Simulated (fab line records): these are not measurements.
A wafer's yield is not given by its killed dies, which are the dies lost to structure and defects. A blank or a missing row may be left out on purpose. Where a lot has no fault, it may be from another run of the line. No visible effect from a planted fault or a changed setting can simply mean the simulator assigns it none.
Which tool did it? :: flow gf180mcu :: 6 lots, 18 wafers sampled, at 3 steps of a route of 602

WHAT EACH GAUGE READ, for each wafer
GF_SALICIDE_THK_MEAS_05: measures by xrf.
lot: L438
measured: day 16 00:10
on: filmMetro-01
SALICIDE_TIN_THK (nm): 20.2 19.7 20.1

lot: L440
measured: day 16 09:04
on: filmMetro-01
SALICIDE_TIN_THK (nm): 19.6 19.6 19.9

lot: L445
measured: day 18 08:33
on: filmMetro-03
SALICIDE_TIN_THK (nm): 20.0 20.3 20.7

lot: L447
measured: day 18 16:20
on: filmMetro-01
SALICIDE_TIN_THK (nm): 19.9 20.0 20.0

lot: L454
measured: day 21 09:55
on: filmMetro-04
SALICIDE_TIN_THK (nm): 16.8 19.6 20.2

lot: L458
measured: day 22 15:11
on: filmMetro-04
SALICIDE_TIN_THK (nm): 20.0 19.9 20.2

EACH LOT AND THE TOOL THAT RAN IT (in order: tool; ch and the chambers of the sampled wafers; start)
lot: L438
GF_HV_LDD_ETCHBACK_58: rieDiel-03 ch 2,3, day 13 07:36
GF_SALICIDE_SPUTTER_03: pvdSputter-02, day 16 00:01

lot: L440
GF_HV_LDD_ETCHBACK_58: rieDiel-03 ch 1,2, day 13 15:25
GF_SALICIDE_SPUTTER_03: pvdSputter-03, day 16 08:54

lot: L445
GF_HV_LDD_ETCHBACK_58: rieDiel-04 ch 1,2,3, day 15 11:05
GF_SALICIDE_SPUTTER_03: pvdSputter-02, day 18 08:24

lot: L447
GF_HV_LDD_ETCHBACK_58: rieDiel-03 ch 1,2,3, day 15 18:24
GF_SALICIDE_SPUTTER_03: pvdSputter-01, day 18 16:11

lot: L454
GF_HV_LDD_ETCHBACK_58: rieDiel-01 ch 1,3, day 18 07:04
GF_SALICIDE_SPUTTER_03: pvdSputter-02, day 21 09:46

lot: L458
GF_HV_LDD_ETCHBACK_58: rieDiel-04 ch 0,1, day 19 14:03
GF_SALICIDE_SPUTTER_03: pvdSputter-01, day 22 15:01
- GF_HV_LDD_ETCHBACK_58: etches Si3N4 in CH3F/O2, stops on SiO2, time 100 s, target depth 90 nm.
- GF_SALICIDE_SPUTTER_03: material TiN, target thk 20 nm, time 16.7 s.

THE ANSWER, worked out from the rows above alone
Rule: what is usual is taken from the lots themselves. Put in order of their means at a reading, lots are off if they are a third of the lots or fewer, leave a main group of 4 or more, and stand apart from it by a gap of 3 or more times the standard deviation of the main group's means; of several such gaps the widest counts. The tables above print the reading to a certain number of digits; a main group whose means all agree to those digits is not used. A lot without any number at a reading at which 4 lots or more have one is off too. The other lots that the step has rows for count as sound.
Off: L454, seen at GF_SALICIDE_THK_MEAS_05 (SALICIDE_TIN_THK). For the main group the mean is 20.0 nm and the standard deviation 0.2.
If a tool, at a process step before that reading, ran all the lots that are off and no sound lot after the first of them, it fits. Those tools and the gauges at GF_SALICIDE_THK_MEAS_05 are tried in the same way. Can't be told from this: 2 tools fit, rieDiel-01 at GF_HV_LDD_ETCHBACK_58, pvdSputter-02 at GF_SALICIDE_SPUTTER_03.

WHAT THE SIMULATOR HAD INSERTED
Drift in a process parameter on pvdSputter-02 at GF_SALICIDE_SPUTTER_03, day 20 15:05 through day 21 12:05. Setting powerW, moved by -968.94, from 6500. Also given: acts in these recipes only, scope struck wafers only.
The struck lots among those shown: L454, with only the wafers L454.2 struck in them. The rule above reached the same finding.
